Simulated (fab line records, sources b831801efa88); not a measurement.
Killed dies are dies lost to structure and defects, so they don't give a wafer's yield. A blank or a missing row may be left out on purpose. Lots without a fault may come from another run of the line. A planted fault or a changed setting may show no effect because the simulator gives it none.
Which tool did it? | flow sky130 | 14 lots, 42 wafers sampled, at 2 steps of a route of 708

WHAT THE GAUGES READ, wafer by wafer
SKY_LDD_HVN_TW_MEAS_10. Usual: LDD_HVN_TW 1448, standard deviation 8.9.
lot  | measured     | on            | LDD_HVN_TW     | flag
L104 | day 20 22:52 | film_metro-02 | 1448 1443 1447 |
L105 | day 21 06:53 | film_metro-03 | 1452 1463 1455 |
L106 | day 21 19:13 | film_metro-02 | 1435 1440 1438 |
L108 | day 22 09:45 | film_metro-02 | 1445 1446 1454 |
L111 | day 23 06:48 | film_metro-01 | 1444 1446 1450 |
L112 | day 23 19:34 | film_metro-03 | 1460 1464 1457 |
L115 | day 24 19:47 | film_metro-03 | 1460 1459 1460 |
L117 | day 25 12:48 | film_metro-02 | 1442 1446 1438 |
L116 | day 25 14:47 | film_metro-02 | 1436 1442 1440 |
L118 | day 25 17:56 | film_metro-01 | 1452 1448 1456 |
L120 | day 26 12:28 | film_metro-03 | 1545 1543 1545 | OFF
L121 | day 26 13:22 | film_metro-01 | 1543 1547 1552 | OFF
L122 | day 27 01:37 | film_metro-01 | 1453 1444 1445 |
L127 | day 29 00:21 | film_metro-02 | 1440 1443 1432 |

WHICH TOOL RAN EACH LOT (tool, then ch and the chambers of the sampled wafers, then the start)
lot  | SKY_LDD_HVN_IMPLANT_08
L104 | implanter-04 ch 0, day 20 22:38
L105 | implanter-04 ch 0, day 21 06:38
L106 | implanter-04 ch 0, day 21 18:59
L108 | implanter-01 ch 0, day 22 09:32
L111 | implanter-02 ch 0, day 23 06:34
L112 | implanter-01 ch 0, day 23 19:19
L115 | implanter-02 ch 0, day 24 19:32
L117 | implanter-04 ch 0, day 25 12:34
L116 | implanter-01 ch 0, day 25 14:32
L118 | implanter-04 ch 0, day 25 17:41
L120 | implanter-04 ch 0, day 26 12:13
L121 | implanter-04 ch 0, day 26 13:08
L122 | implanter-01 ch 0, day 27 01:23
L127 | implanter-02 ch 0, day 29 00:07
- SKY_LDD_HVN_IMPLANT_08

WHAT THE TOOLS THEMSELVES READ (means of the sampled wafers that have a number; where no wafer has one, the mark that the record gives instead)
SKY_LDD_HVN_IMPLANT_08. Usual: beam_energy_keV 60.002, standard deviation 0.018.
lot  | tool         | beam_energy_keV | flag
L104 | implanter-04 | 60.014          |
L105 | implanter-04 | 59.991          |
L106 | implanter-04 | 60.013          |
L108 | implanter-01 | 59.998          |
L111 | implanter-02 | 59.987          |
L112 | implanter-01 | 60.012          |
L115 | implanter-02 | 59.995          |
L117 | implanter-04 | 59.988          |
L116 | implanter-01 | 60.000          |
L118 | implanter-04 | 60.016          |
L120 | implanter-04 | 77.738          | OFF
L121 | implanter-04 | 77.748          | OFF
L122 | implanter-01 | 59.974          |
L127 | implanter-02 | 60.029          |

THE ANSWER, worked out from the rows above alone
Rule: a lot is off if the mean of its wafers that have a number lies more than 3 standard deviations from the usual mean. A lot without any number at a reading at which 4 lots or more have one is off too. The other lots that the step has rows for count as sound. The gauges are gone through in route order, then the tools' own readings, and for those a lot's mean is taken as printed above. The first step at which some lot is off is used, and at that step the reading that is off furthest; a lot without a number counts as furthest.
Off: L120, L121, at SKY_LDD_HVN_TW_MEAS_10 (LDD_HVN_TW).
A tool fits if, at a process step before that reading, it ran every lot that is off, and no sound lot after the first of them. The gauges at SKY_LDD_HVN_TW_MEAS_10 aren't tried: what is off there is off at SKY_LDD_HVN_IMPLANT_08 too, on other tools, and a gauge's error can't cause that. One fits: implanter-04 at SKY_LDD_HVN_IMPLANT_08. Its last sound lot is L118 (day 25 17:41), its first lot that is off L120 (day 26 12:13): a fault that began between those two fits.
The tool's own readings at SKY_LDD_HVN_IMPLANT_08 bear it out: on the lots that are off they differ by more than 5 times the standard deviation of the sound lots' means. beam_energy_keV reads 77.743 there against 60.001 on the sound lots.

WHAT THE SIMULATOR HAD PUT IN
Process parameter drift: implanter-04, from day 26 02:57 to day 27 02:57, at SKY_LDD_HVN_IMPLANT_08. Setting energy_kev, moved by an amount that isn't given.
Lots struck among those shown: L120, L121. The rule above found the same.
